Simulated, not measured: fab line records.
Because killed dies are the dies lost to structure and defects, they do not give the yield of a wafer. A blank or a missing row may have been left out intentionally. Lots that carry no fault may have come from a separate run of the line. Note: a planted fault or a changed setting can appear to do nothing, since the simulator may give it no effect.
2 desks, one fault :: flow gf180mcu :: only its own numbers are on each desk; what lay behind them is given at the end

== AT THE METROLOGY DESK ==
Means of the sampled wafers that have a number, per lot and without regard to the tool the lot ran on: this is what the gauges read. The brackets show how far a lot's mean lies from the usual mean; more than 4 standard deviations puts the lot out of limits, marked OUT.
Columns: A = cd_nm at GF_M5_CD_MEAS_07, usual 280.6 nm; B = V5_W_RS at GF_V5_RS_MEAS_24, usual 0.327 ohm/sq; C = TOP_METAL_OVL at GF_TOP_METAL_OVL_MEAS_15, usual 0.1 nm
lot: L152
first seen here: day 26 10:47
A: 280.2
B: 0.324
C: -0.5

lot: L154
first seen here: day 27 07:24
A: 282.6
B: 0.331
C: -0.7

lot: L155
first seen here: day 27 09:44
A: 280.7
B: 0.328
C: 1.0

lot: L156
first seen here: day 27 20:06
A: 280.1
B: 0.326
C: 2.2

lot: L157
first seen here: day 28 02:20
A: 280.9
B: 0.331
C: -0.6

lot: L159
first seen here: day 28 17:37
A: 281.0
B: 0.324
C: -0.1

lot: L160
first seen here: day 29 02:19
A: 279.3
B: 0.326
C: 0.3

lot: L161
first seen here: day 29 06:31
A: 278.3
B: 0.325
C: 0.2

lot: L163
first seen here: day 29 15:07
A: 280.3
B: 0.327
C: 1.8

lot: L164
first seen here: day 30 12:41
A: 282.9
B: 0.328
C: 0.3

lot: L165
first seen here: day 30 16:17
A: 279.8
B: 0.330
C: -0.5

lot: L169
first seen here: day 32 07:48
A: 278.9
B: 0.330
C: -1.8

lot: L173
first seen here: day 33 00:32
A: 280.3
B: 0.329
C: -1.2
This desk's finding: nothing out of limits on any of the 13 lots.

== FOR THE TOOL OWNER'S DESK: plasma_asher-03 ==
The tool's own readings at GF_V4_STRIP_18 (strips in O2/N2): means of the sampled wafers that have a number, for each lot that ran on this tool. The brackets show how far a lot's mean lies from the usual mean; more than 4 standard deviations puts the lot out of limits, marked OUT.
Columns: A = drypump_motor_current_A at GF_V4_STRIP_18, usual 5.9 A; B = heater_power_w at GF_V4_STRIP_18, usual 309 W; C = oes_product_au at GF_V4_STRIP_18, usual 0.593 a.u.; D = platen_temp_c at GF_V4_STRIP_18, usual 250.01 C
lot: L152
first seen here: day 24 14:51
A: 6.1
B: 310
C: 0.594
D: 250.03

lot: L154
first seen here: day 25 12:07
A: 6.3
B: 302
C: 0.596
D: 250.11

lot: L157
first seen here: day 26 06:59
A: 6.1
B: 312
C: 0.590
D: 249.80

lot: L160
first seen here: day 27 07:20
A: 6.6
B: 301
C: 0.590
D: 249.90

lot: L161
first seen here: day 27 13:44
A: 6.4
B: 311
C: 0.590
D: 250.03

lot: L163
first seen here: day 27 23:29
A: 6.1
B: 310
C: 0.590
D: 250.03

lot: L169
first seen here: day 30 19:11
A: 6.4
B: 307
C: 0.596
D: 250.03

lot: L173
first seen here: day 31 13:47
A: 6.4
B: 311
C: 0.597
D: 250.02
This desk's finding: nothing out of limits on any of the 8 lots.

== ALL TOGETHER ==
The metrology desk saw nothing out of limits.
The desk of the tool owner found nothing out of limits.

== WHAT HAD BEEN PUT IN BY THE SIMULATOR ==
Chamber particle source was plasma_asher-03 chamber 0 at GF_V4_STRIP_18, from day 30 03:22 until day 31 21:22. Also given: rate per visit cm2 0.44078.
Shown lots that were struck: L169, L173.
